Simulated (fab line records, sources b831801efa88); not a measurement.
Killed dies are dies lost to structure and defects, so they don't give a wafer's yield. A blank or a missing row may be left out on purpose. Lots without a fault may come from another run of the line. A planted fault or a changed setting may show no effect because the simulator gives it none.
A struck lot beside a sound one | flow sky130 | 24 steps out of a route of 708
Sound: wafers L946.1, L946.3, L946.6. Struck: wafers L959.2, L959.3, L959.6. The cause comes at the end.
At each step with rows: each side's tool, then ch and its chambers, then its first start. Under that, the readings that differ: sound wafers | struck wafers | difference of the means | sigmas: that difference in standard deviations of wafers without a fault.
alike: readings whose means differ by less than 2 such deviations, and words and numbers that are the same on both sides. not compared: withheld readings, readings that some wafer has no value for, bounds like >300 that may hide the same value, and numbers for which the record gives no deviation and whose values overlap.
The two part at a step that has a row with sigmas, a row that says differs or no value, or rows on one side only. Numbers that don't overlap but have no deviation are shown without sigmas and don't part them. A reading that every wafer of one side lacks parts them only if that side has two wafers or more.

first, 4 steps without rows for these wafers: SKY_CAP2M_SOFTBAKE_08 (time 60 s); SKY_CAP2M_EXPOSE_09 (exposes mask CAP2M, target cd 1000 nm); SKY_CAP2M_PEB_10; SKY_CAP2M_DEVELOP_11 (develop time 60 s).
SKY_CAP2M_OVL_MEAS_12:
  sound on overlay-01, day 41 08:12; struck on overlay-01, day 45 15:08
  reading        | sound         | struck      | difference | sigmas
  CAP2M_OVL (nm) | 0.3 -0.7 -0.2 | 2.8 2.5 3.2 | +3.0       | +2
SKY_CAP2M_METAL_ETCH_13: etches TiN in Cl2/BCl3, stops on SiO2, target depth 220 nm, time 62.9 s.
  sound on rie_metal-04 ch 1, day 41 08:14; struck on rie_metal-03 ch 0,1, day 45 15:10
  alike: bcl3_flow_sccm, chamber_pressure_mTorr, drypump_motor_current_A, oes_product_au, throttle_valve_pct
  not compared: rf_hours_counter_h
SKY_CAP2M_STRIP_14: strips in O2/N2.
  sound on plasma_asher-02 ch 0,1, day 41 08:19; struck on plasma_asher-02 ch 0, day 45 15:15
  alike: chamber_pressure_mTorr, drypump_motor_current_A, o2_flow_sccm, oes_product_au, strip_time_to_endpoint_s
  not compared: rf_hours_counter_h
then, 5 steps without rows for these wafers: SKY_CAP2M_STRIP_15 (strips in post etch residue remover, time 1200 s); SKY_CAP2M_CLEAN_16 (cleans in IPA, time 180 s); SKY_CAP2M_CLEAN_17 (cleans in O3/DIW); SKY_METAL4_DEHYDRATE_05 (time 60 s); SKY_METAL4_HMDS_06 (prime time 60 s).
SKY_METAL4_COAT_07: resist thk 60 nm.
  sound on litho_track-03 ch 0, day 41 20:44; struck on litho_track-04 ch 0, day 46 01:44
  reading              | sound                | struck               | difference | sigmas
  exhaust_pa (Pa)      | 44.1 44.4 43.9       | 45.0 46.5 45.8       | +1.6       | +2
  spin_speed_rpm (rpm) | 3000.8 2998.3 3005.2 | 2939.4 2940.8 2939.8 | -61.4      | -34
then, 5 steps without rows for these wafers: SKY_METAL4_COAT_08 (resist thk 1140 nm); SKY_METAL4_SOFTBAKE_09 (time 90 s); SKY_METAL4_EXPOSE_10 (exposes mask MM4, target cd 300 nm); SKY_METAL4_PEB_11; SKY_METAL4_DEVELOP_12 (develop time 60 s).
SKY_METAL4_CD_MEAS_13: target cd 300 nm.
  sound on cd_sem-01, day 42 08:01; struck on cd_sem-01, day 46 12:48
  alike: cd_nm
SKY_METAL4_OVL_MEAS_14:
  sound on overlay-02, day 42 08:08; struck on overlay-01, day 46 12:55
  alike: METAL4_OVL
SKY_METAL4_DESCUM_15: chemistry O2, time 8 s.
  sound on rie_metal-04 ch 0,1, day 42 08:10; struck on rie_metal-02 ch 0, day 46 12:57
  alike: chamber_pressure_mTorr, drypump_motor_current_A, oes_product_au
  not compared: rf_hours_counter_h
SKY_METAL4_ETCH_16: etches BARC in N2/H2, stops on SiO2, time 88.2 s, target depth 60 nm.
  sound on rie_metal-04 ch 0,1, day 42 08:12; struck on rie_metal-02 ch 0, day 46 13:02
  reading                  | sound             | struck            | difference | sigmas
  model.etch.depth_nm (nm) | 59.87 59.88 59.81 | 60.86 60.88 60.85 | +1.01      |
  alike: chamber_pressure_mTorr, drypump_motor_current_A, oes_product_au, throttle_valve_pct
  not compared: rf_hours_counter_h
SKY_METAL4_ETCH_17: etches SiO2 in C4F8/O2/Ar, stops on TiN, time 3.9 s, target depth 15 nm.
  sound on rie_diel-04 ch 1,2,3, day 42 08:17; struck on rie_diel-04 ch 1,2,3, day 46 13:12
  alike: chamber_pressure_mTorr, oes_product_au
  not compared: rf_hours_counter_h
SKY_PAD_OPEN_PROBE_99:
  the record has rows for the sound wafers here (prober-02, day 46 05:53) and none for the struck ones

WHERE THEY PART
First at SKY_CAP2M_OVL_MEAS_12; last, within this record, at SKY_PAD_OPEN_PROBE_99.

WHY: what the simulator had put in
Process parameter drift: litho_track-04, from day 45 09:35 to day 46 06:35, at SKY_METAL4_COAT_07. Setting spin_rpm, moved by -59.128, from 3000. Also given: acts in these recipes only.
